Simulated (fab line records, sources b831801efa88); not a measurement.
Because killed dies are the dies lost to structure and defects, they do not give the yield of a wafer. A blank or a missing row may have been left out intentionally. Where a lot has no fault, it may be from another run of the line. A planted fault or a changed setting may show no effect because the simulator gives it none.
fab line records -- flow sky130
record lots=13, wafers=39, lastDay=50
route steps=708 shown LI_CONTACT@362 CONTACT@432 METAL1@437 PAD_OPEN@708
lots that met no fault: taken from a fault-free run of the same line
startH: hours from the record's first day to the start of the lot's first wafer shown -- waitH: hours from the lot's prior step to this one -- " same as the row above -- L1.1+2: a single row standing in for several wafers -- - no value, or no start given -- * or withheld: withheld -- < > ~ a bound
route shown NAME@n: names a module that has steps shown in the file, with the first one's number in the route -- usual: mean/standard deviation of fault-free wafers -- same: alike in all rows -- chamber/n: place in a boat -- sites: the reading at each site -- _std_site: their standard deviation -- _edge_site: mean of outer sites minus mean of inner sites -- radiusMm: for every site, how far away it sits from the centre of the wafer -- mask NAME#n: copy n -- behind: the last tool/chamber to shape the wafer -- hold: why the lot went on hold/how many hours it stayed there/how the hold came to an end -- device: which transistor (n, p or np) failed to switch -- end of line: tests of these same wafers at the route's end -- where a step has no rows: the recipe by itself -- killed: count of dies lost to structure and defects at first sort (not the wafer's yield) -- map: the dies of a wafer, with x for killed, . for not killed, _ for no die there
set.NAME: the setting as run; set.NAME@STEP: as run at that earlier step -- model.NAME: the simulator's own value behind a step, which no gauge read
steps of the route over a sample of lots; a table a step, a row a wafer
services: when a tool's chamber went out of use (startH, in hours from the record's first day, below 0 if earlier), for how many hours, and the reason
## steps
# step SKY_LI_CONTACT_HDPCVD_00
# recipe material=PSG, targetThkNm=930, sigmaOpenFrac=0.3, timeS=155, tempC=600, sih4FlowSccm=60, pressureMtorr=6
# usual pressureMtorr=6.001/0.012, runLengthS=182.8/0.64
lot.wafer,tool,chamber,startH,waitH,pressureMtorr,runLengthS
L540.3,hdpcvd-02,2,672.84,0.0,5.986,183.7
L540.4,hdpcvd-02,2,672.84,0.0,5.985,182.9
L540.6,hdpcvd-02,1,672.84,0.0,6.018,183.7
L541.1,hdpcvd-01,1,674.04,0.0,5.991,183.7
L541.3,hdpcvd-01,2,674.04,0.0,5.993,181.9
L541.4,hdpcvd-01,2,674.04,0.0,6.009,181.8
L543.4,hdpcvd-02,2,674.92,0.1,6.016,183.1
L543.5,hdpcvd-02,0,674.92,0.1,6.025,182.0
L543.6,hdpcvd-02,1,674.92,0.1,6.015,183.7
L547.1,hdpcvd-02,2,726.43,0.0,5.998,183.4
L547.2,hdpcvd-02,0,726.43,0.0,5.990,182.0
L547.4,hdpcvd-02,0,726.43,0.0,5.995,182.2
L548.1,hdpcvd-01,1,727.32,0.0,-,-
L548.4,hdpcvd-01,0,727.32,0.0,-,-
L548.6,hdpcvd-01,2,727.32,0.0,-,-
L550.2,hdpcvd-02,0,735.74,0.0,-,-
L550.4,hdpcvd-02,1,735.74,0.0,-,-
L550.5,hdpcvd-02,0,735.74,0.0,-,-
L549.2,hdpcvd-01,0,737.48,0.0,5.996,182.6
L549.4,hdpcvd-01,1,737.48,0.0,6.012,183.1
L549.6,hdpcvd-01,2,737.48,0.0,5.999,181.7
L553.2,hdpcvd-01,0,750.78,0.0,5.999,182.5
L553.4,hdpcvd-01,0,750.78,0.0,5.986,182.7
L553.6,hdpcvd-01,1,750.78,0.0,5.980,183.0
L555.2,hdpcvd-01,0,765.64,0.0,5.989,183.0
L555.3,hdpcvd-01,1,765.64,0.0,6.003,183.0
L555.4,hdpcvd-01,1,765.64,0.0,5.999,183.9
L557.1,hdpcvd-01,2,785.17,0.0,6.016,182.0
L557.4,hdpcvd-01,0,785.17,0.0,5.999,182.9
L557.5,hdpcvd-01,2,785.17,0.0,5.990,181.9
L559.1,hdpcvd-01,2,806.47,0.0,5.997,181.7
L559.2,hdpcvd-01,1,806.47,0.0,5.981,183.5
L559.6,hdpcvd-01,0,806.47,0.0,6.003,182.6
L560.4,hdpcvd-01,0,806.88,0.1,6.001,182.9
L560.5,hdpcvd-01,2,806.88,0.1,6.015,181.8
L560.6,hdpcvd-01,1,806.88,0.1,6.000,182.8
L562.1,hdpcvd-02,2,823.45,0.0,6.004,183.6
L562.3,hdpcvd-02,1,823.45,0.0,6.020,183.5
L562.6,hdpcvd-02,2,823.45,0.0,5.998,183.4
# step SKY_LI_CONTACT_CMP_02
# recipe material=PSG, downForcePsi=4, platenRpm=60, padVelocityMS=0.94248
# usual motorCurrentA=11.9/1.2, timeToEndpointS=32/3
lot.wafer,tool,chamber,startH,waitH,motorCurrentA,timeToEndpointS
L540.3,cmp-02,0,673.05,0.1,11.7,35
L540.4,cmp-02,2,673.05,0.1,11.3,34
L540.6,cmp-02,3,673.05,0.1,10.9,31
L541.1,cmp-02,2,674.22,0.1,11.2,30
L541.4,cmp-02,3,674.22,0.1,10.6,25
L541.3,cmp-02,1,674.22,0.1,10.0,34
L543.4,cmp-01,1,675.08,0.1,12.4,31
L543.5,cmp-01,0,675.08,0.1,11.2,32
L543.6,cmp-01,1,675.08,0.1,11.0,28
L547.4,cmp-02,2,727.94,1.4,11.3,32
L547.2,cmp-02,3,727.94,1.4,10.9,26
L547.1,cmp-02,0,727.94,1.4,11.3,33
L548.4,cmp-02,1,728.54,1.1,10.6,-
L548.1,cmp-02,2,728.54,1.1,11.3,-
L548.6,cmp-02,1,728.54,1.1,10.6,-
L550.4,cmp-01,0,735.90,0.0,10.9,-
L550.2,cmp-01,3,735.90,0.0,14.4,-
L550.5,cmp-01,1,735.90,0.0,13.1,-
L549.4,cmp-01,1,737.64,0.0,12.5,31
L549.2,cmp-01,0,737.64,0.0,11.4,32
L549.6,cmp-01,2,737.64,0.0,13.3,32
L553.2,cmp-02,3,750.99,0.1,10.6,34
L553.4,cmp-02,1,750.99,0.1,10.5,40
L553.6,cmp-02,3,750.99,0.1,10.8,32
L555.2,cmp-02,3,765.80,0.0,11.4,30
L555.3,cmp-02,1,765.80,0.0,10.4,34
L555.4,cmp-02,2,765.80,0.0,11.8,33
L557.1,cmp-01,1,785.44,0.1,13.0,29
L557.4,cmp-01,2,785.44,0.1,12.8,30
L557.5,cmp-01,0,785.44,0.1,11.6,31
L559.1,cmp-02,3,806.63,0.1,11.1,25
L559.2,cmp-02,2,806.63,0.1,11.6,28
L559.6,cmp-02,3,806.63,0.1,10.7,26
L560.4,cmp-02,0,807.09,0.1,12.0,36
L560.5,cmp-02,2,807.09,0.1,10.8,31
L560.6,cmp-02,3,807.09,0.1,11.5,30
L562.1,cmp-01,2,823.71,0.1,12.5,30
L562.3,cmp-01,3,823.71,0.1,15.2,31
L562.6,cmp-01,1,823.71,0.1,12.4,28
# step SKY_LI_CONTACT_BOW_MEAS_03
# recipe mode=bow
# usual LI_CONTACT_BOW=55/6.3
lot.wafer,tool,chamber,startH,waitH,LI_CONTACT_BOW[um]
L540.3,filmMetro-04,-,673.34,0.2,40
L540.4,filmMetro-04,-,673.34,0.2,60
L540.6,filmMetro-04,-,673.34,0.2,42
L541.1,filmMetro-02,-,674.52,0.2,56
L541.3,filmMetro-02,-,674.52,0.2,58
L541.4,filmMetro-02,-,674.52,0.2,56
L543.4,filmMetro-02,-,675.39,0.3,63
L543.5,filmMetro-02,-,675.39,0.3,54
L543.6,filmMetro-02,-,675.39,0.3,60
L547.1,filmMetro-02,-,728.19,0.1,43
L547.2,filmMetro-02,-,728.19,0.1,59
L547.4,filmMetro-02,-,728.19,0.1,59
L548.1,filmMetro-02,-,728.79,0.1,28
L548.4,filmMetro-02,-,728.79,0.1,23
L548.6,filmMetro-02,-,728.79,0.1,15
L550.2,filmMetro-03,-,736.22,0.1,14
L550.4,filmMetro-03,-,736.22,0.1,27
L550.5,filmMetro-03,-,736.22,0.1,24
L549.2,filmMetro-02,-,737.96,0.1,57
L549.4,filmMetro-02,-,737.96,0.1,52
L549.6,filmMetro-02,-,737.96,0.1,45
L553.2,filmMetro-03,-,751.26,0.2,48
L553.4,filmMetro-03,-,751.26,0.2,55
L553.6,filmMetro-03,-,751.26,0.2,54
L555.2,filmMetro-04,-,766.12,0.3,58
L555.3,filmMetro-04,-,766.12,0.3,51
L555.4,filmMetro-04,-,766.12,0.3,66
L557.1,filmMetro-03,-,785.64,0.1,57
L557.4,filmMetro-03,-,785.64,0.1,55
L557.5,filmMetro-03,-,785.64,0.1,67
L559.1,filmMetro-02,-,806.93,0.2,54
L559.2,filmMetro-02,-,806.93,0.2,46
L559.6,filmMetro-02,-,806.93,0.2,61
L560.4,filmMetro-03,-,807.35,0.2,45
L560.5,filmMetro-03,-,807.35,0.2,56
L560.6,filmMetro-03,-,807.35,0.2,57
L562.1,filmMetro-03,-,823.91,0.1,50
L562.3,filmMetro-03,-,823.91,0.1,45
L562.6,filmMetro-03,-,823.91,0.1,40
# step SKY_CONTACT_THK_MEAS_26
# recipe thkMeasGauge=xrf, reads=W_of_CONTACT_CVD_24
# usual CONTACT_W_THK=350/6.1
lot.wafer,tool,chamber,startH,waitH,CONTACT_W_THK[nm]
L540.3,filmMetro-04,-,759.77,0.1,357
L540.4,filmMetro-04,-,759.77,0.1,350
L540.6,filmMetro-04,-,759.77,0.1,350
L541.1,filmMetro-04,-,761.45,0.1,343
L541.3,filmMetro-04,-,761.45,0.1,341
L541.4,filmMetro-04,-,761.45,0.1,347
L543.4,filmMetro-04,-,763.56,0.1,351
L543.5,filmMetro-04,-,763.56,0.1,350
L543.6,filmMetro-04,-,763.56,0.1,353
L547.1,filmMetro-04,-,811.95,0.1,349
L547.2,filmMetro-04,-,811.95,0.1,344
L547.4,filmMetro-04,-,811.95,0.1,352
L549.2,filmMetro-02,-,822.94,0.1,353
L549.4,filmMetro-02,-,822.94,0.1,353
L549.6,filmMetro-02,-,822.94,0.1,348
L553.2,filmMetro-04,-,835.10,0.1,348
L553.4,filmMetro-04,-,835.10,0.1,340
L553.6,filmMetro-04,-,835.10,0.1,341
L555.2,filmMetro-01,-,850.40,0.1,354
L555.3,filmMetro-01,-,850.40,0.1,354
L555.4,filmMetro-01,-,850.40,0.1,355
L557.1,filmMetro-01,-,869.34,0.1,348
L557.4,filmMetro-01,-,869.34,0.1,348
L557.5,filmMetro-01,-,869.34,0.1,348
L559.1,filmMetro-04,-,889.51,0.1,352
L559.2,filmMetro-04,-,889.51,0.1,344
L559.6,filmMetro-04,-,889.51,0.1,347
L560.4,filmMetro-01,-,890.02,0.1,358
L560.5,filmMetro-01,-,890.02,0.1,357
L560.6,filmMetro-01,-,890.02,0.1,355
L562.1,filmMetro-01,-,906.12,0.1,356
L562.3,filmMetro-01,-,906.12,0.1,358
L562.6,filmMetro-01,-,906.12,0.1,354
# step SKY_METAL1_SPUTTER_03
# recipe material=Ti, targetThkNm=5, powerW=3000, timeS=3.3, chamberPressurePa=0.4
# usual throttleValvePct=30.4/0.83
lot.wafer,tool,chamber,startH,waitH,throttleValvePct
L540.3,pvdSputter-03,-,760.18,0.0,30.7
L540.4,pvdSputter-03,-,760.18,0.0,29.8
L540.6,pvdSputter-03,-,760.18,0.0,30.9
L541.1,pvdSputter-04,-,761.88,0.0,28.8
L541.3,pvdSputter-04,-,761.88,0.0,31.1
L541.4,pvdSputter-04,-,761.88,0.0,30.1
L543.4,pvdSputter-01,-,763.97,0.0,29.3
L543.5,pvdSputter-01,-,763.97,0.0,28.9
L543.6,pvdSputter-01,-,763.97,0.0,31.6
L547.1,pvdSputter-04,-,812.68,0.0,30.9
L547.2,pvdSputter-04,-,812.68,0.0,28.8
L547.4,pvdSputter-04,-,812.68,0.0,31.5
L549.2,pvdSputter-03,-,823.44,0.0,30.6
L549.4,pvdSputter-03,-,823.44,0.0,30.9
L549.6,pvdSputter-03,-,823.44,0.0,30.8
L553.2,pvdSputter-03,-,835.61,0.0,29.8
L553.4,pvdSputter-03,-,835.61,0.0,30.5
L553.6,pvdSputter-03,-,835.61,0.0,29.4
L555.2,pvdSputter-01,-,850.82,0.0,29.1
L555.3,pvdSputter-01,-,850.82,0.0,31.3
L555.4,pvdSputter-01,-,850.82,0.0,31.4
L557.1,pvdSputter-01,-,869.77,0.0,29.7
L557.4,pvdSputter-01,-,869.77,0.0,31.4
L557.5,pvdSputter-01,-,869.77,0.0,31.5
L559.1,pvdSputter-03,-,889.94,0.0,30.6
L559.2,pvdSputter-03,-,889.94,0.0,29.2
L559.6,pvdSputter-03,-,889.94,0.0,30.7
L560.4,pvdSputter-01,-,890.42,0.0,29.9
L560.5,pvdSputter-01,-,890.42,0.0,31.6
L560.6,pvdSputter-01,-,890.42,0.0,29.7
L562.1,pvdSputter-04,-,906.55,0.0,30.1
L562.3,pvdSputter-04,-,906.55,0.0,31.5
L562.6,pvdSputter-04,-,906.55,0.0,30.8
# step SKY_PAD_OPEN_PROBE_99
# usual killed_at_M0_to_M3=43/7.5, killed_at_M4_up=3.0/1.6, killedAtContacts=23/5.8, killedAtFrontEnd=14/4.8, killedAtOther=0.3/0.52, killedDies=84/9.1, killedOnRim=16/3.4, killedOpen=47/7.2, killedShort=37/5.8
# same grossDies=492, killedAtBackSide=0
lot.wafer,tool,chamber,startH,waitH,killed_at_M0_to_M3,killed_at_M4_up,killedAtContacts,killedAtFrontEnd,killedAtOther,killedDies,killedOnRim,killedOpen,killedShort
L548.1,prober-02,-,1137.51,0.1,5,0,480,7,0,492,96,8,10
L548.4,prober-02,-,1137.66,0.2,12,0,476,4,0,492,96,14,7
L548.6,prober-02,-,1137.76,0.2,17,1,471,3,0,492,96,12,12
L550.2,prober-01,-,1140.14,0.1,6,0,481,5,0,492,96,8,7
L550.4,prober-01,-,1140.24,0.2,3,1,482,6,0,492,96,8,4
L550.5,prober-01,-,1140.29,0.2,4,0,480,8,0,492,96,14,7
L549.2,prober-02,-,1143.68,0.1,49,5,20,17,0,91,17,48,43
L549.4,prober-02,-,1143.78,0.2,44,3,24,6,0,77,17,44,33
L549.6,prober-02,-,1143.88,0.2,49,2,26,11,0,88,21,46,42
L553.2,prober-01,-,1153.44,0.1,41,0,21,13,0,75,14,45,30
L553.4,prober-01,-,1153.54,0.2,51,4,23,12,0,90,13,52,38
L553.6,prober-01,-,1153.64,0.2,47,3,18,4,0,72,11,40,32
# killed by level:class
L548.1 LI_CONTACT:lostPattern=473 CONTACT:geometricParticle:open=4 FIELD_ISO:geometricParticle:short=2 METAL1:geometricParticle:short=2 SONOS_ONO:geometricParticle:short=1 POLY_GATE:geometricParticle:short=1 SPACER:geometricParticle:short=1 SPACER:geometricParticle:open=1
L548.4 LI_CONTACT:lostPattern=469 VIA2:geometricParticle:open=4 LI_CONTACT:geometricParticle:open=3 VIA1:geometricParticle:open=3 CONTACT:geometricParticle:short=2 METAL3:geometricParticle:short=2 LI_CONTACT:areaHdpcvd=2 FIELD_ISO:geometricParticle:short=1
L548.6 LI_CONTACT:lostPattern=467 VIA1:geometricParticle:open=4 METAL2:geometricParticle:short=3 VIA2:geometricParticle:open=3 METAL1:geometricParticle:short=2 CONTACT:geometricParticle:open=2 VIA1:geometricParticle:short=2 FIELD_ISO:geometricParticle:short=1
L550.2 LI_CONTACT:lostPattern=476 LI_CONTACT:geometricParticle:open=3 METAL2:geometricParticle:short=2 METAL3:geometricParticle:short=2 FIELD_ISO:geometricParticle:short=1 FIELD_ISO:geometricParticle:open=1 POLY_GATE:geometricParticle:short=1 POLY_CUT:geometricParticle:short=1
L550.4 LI_CONTACT:lostPattern=478 FIELD_ISO:geometricParticle:open=4 SPACER:geometricParticle:short=2 LI_CONTACT:areaHdpcvd=2 LI_CONTACT:geometricParticle:open=1 CONTACT:geometricParticle:open=1 METAL1:geometricParticle:open=1 VIA2:geometricParticle:short=1
L550.5 LI_CONTACT:lostPattern=470 LI_CONTACT:geometricParticle:open=4 FIELD_ISO:geometricParticle:open=2 POLY_GATE:geometricParticle:open=2 CONTACT:geometricParticle:short=2 CONTACT:geometricParticle:open=2 SONOS_ONO:geometricParticle:open=1 POLY_GATE:geometricParticle:short=1
L549.2 VIA2:geometricParticle:open=11 LI_CONTACT:geometricParticle:open=8 METAL2:geometricParticle:short=7 VIA3:geometricParticle:open=7 LOCAL_INTERCONNECT:geometricParticle:short=6 FIELD_ISO:geometricParticle:open=5 VIA2:geometricParticle:short=5 FIELD_ISO:geometricParticle:short=4
L549.4 LI_CONTACT:geometricParticle:open=11 VIA1:geometricParticle:open=10 VIA2:geometricParticle:open=8 CONTACT:geometricParticle:open=7 METAL1:geometricParticle:short=6 METAL2:geometricParticle:short=6 VIA3:geometricParticle:open=4 FIELD_ISO:geometricParticle:short=3
L549.6 VIA2:geometricParticle:open=9 CONTACT:geometricParticle:open=8 LI_CONTACT:geometricParticle:open=7 VIA1:geometricParticle:open=7 VIA1:geometricParticle:short=7 VIA3:geometricParticle:open=7 METAL1:geometricParticle:short=6 VIA2:geometricParticle:short=5
L553.2 VIA1:geometricParticle:open=10 LI_CONTACT:geometricParticle:open=9 CONTACT:geometricParticle:open=7 VIA2:geometricParticle:open=7 METAL1:geometricParticle:short=5 VIA1:geometricParticle:short=4 METAL2:geometricParticle:short=4 METAL3:geometricParticle:short=4
L553.4 VIA1:geometricParticle:open=9 LI_CONTACT:geometricParticle:open=8 VIA3:geometricParticle:open=8 METAL2:geometricParticle:short=8 CONTACT:geometricParticle:open=7 VIA2:geometricParticle:open=7 METAL1:geometricParticle:short=5 LOCAL_INTERCONNECT:geometricParticle:short=4
L553.6 VIA1:geometricParticle:open=13 METAL1:geometricParticle:short=7 CONTACT:geometricParticle:open=6 CONTACT:geometricParticle:short=5 LI_CONTACT:geometricParticle:open=5 VIA2:geometricParticle:open=5 VIA1:geometricParticle:short=4 METAL2:geometricParticle:short=4
## services
tool,chamber,startH,hours,kind
hdpcvd-02,-,650.75,15.0,pm
cmp-02,-,657.23,1.9,repair
cmp-01,-,665.58,1.4,repair
cmp-01,-,669.11,5.8,pm
cmp-01,-,685.01,3.7,repair
cmp-01,-,688.92,1.1,repair
cmp-02,-,696.84,0.4,repair
cmp-02,-,699.81,0.4,repair
cmp-02,-,700.28,1.1,repair
cmp-02,-,724.96,2.0,repair
cmp-01,-,726.92,2.9,repair
cmp-02,-,734.89,7.8,pm
cmp-02,-,742.56,0.8,repair
cmp-01,-,744.00,4.0,pm
hdpcvd-02,2,782.87,5.5,repair
cmp-01,-,794.82,0.5,repair
cmp-02,-,804.24,2.3,repair
cmp-02,-,810.55,5.2,pm
hdpcvd-01,-,812.22,0.4,repair
hdpcvd-01,-,833.17,1.4,repair
cmp-01,-,861.25,1.0,repair
cmp-02,-,876.22,1.1,repair
hdpcvd-01,-,887.64,5.5,pm
cmp-02,-,891.66,0.4,repair
## key
firstSign step=SKY_LI_CONTACT_HDPCVD_00, reading=toolRecord, direction=missing
effect step=SKY_LI_CONTACT_BOW_MEAS_03, reading=LI_CONTACT_BOW, direction=down, sigmas=5.2, usual=55, struck=22
effect step=SKY_PAD_OPEN_PROBE_99, reading=killedAtContacts, direction=up, sigmas=79, usual=23, struck=478
metAt SKY_LI_CONTACT_HDPCVD_00
struckLots L548,L550
laterRowsLeftOut L548.1,L548.4,L548.6,L550.2,L550.4,L550.5
testerLeftOut L548,L550
notActingAt SKY_LI_CONTACT_CMP_02,SKY_CONTACT_THK_MEAS_26,SKY_METAL1_SPUTTER_03
onsetBetween 726.43 727.32
fault kind=skippedStepWhole, tool=hdpcvd-01,hdpcvd-02, chamber=-, onsetH=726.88, steps=SKY_LI_CONTACT_HDPCVD_00, scope=struckLotsOnly
# testerLeftOut: of these lots the tester's yield and bins aren't shown, on N5 and GAA mostly nor the transistor test; their killed dies are dies lost to structure and defects alone, not to doping, threshold or leakage, so they don't give the yield
# laterRowsLeftOut: the simulator's readings of these wafers behind a module that went badly wrong aren't trusted and aren't shown, but for the sort
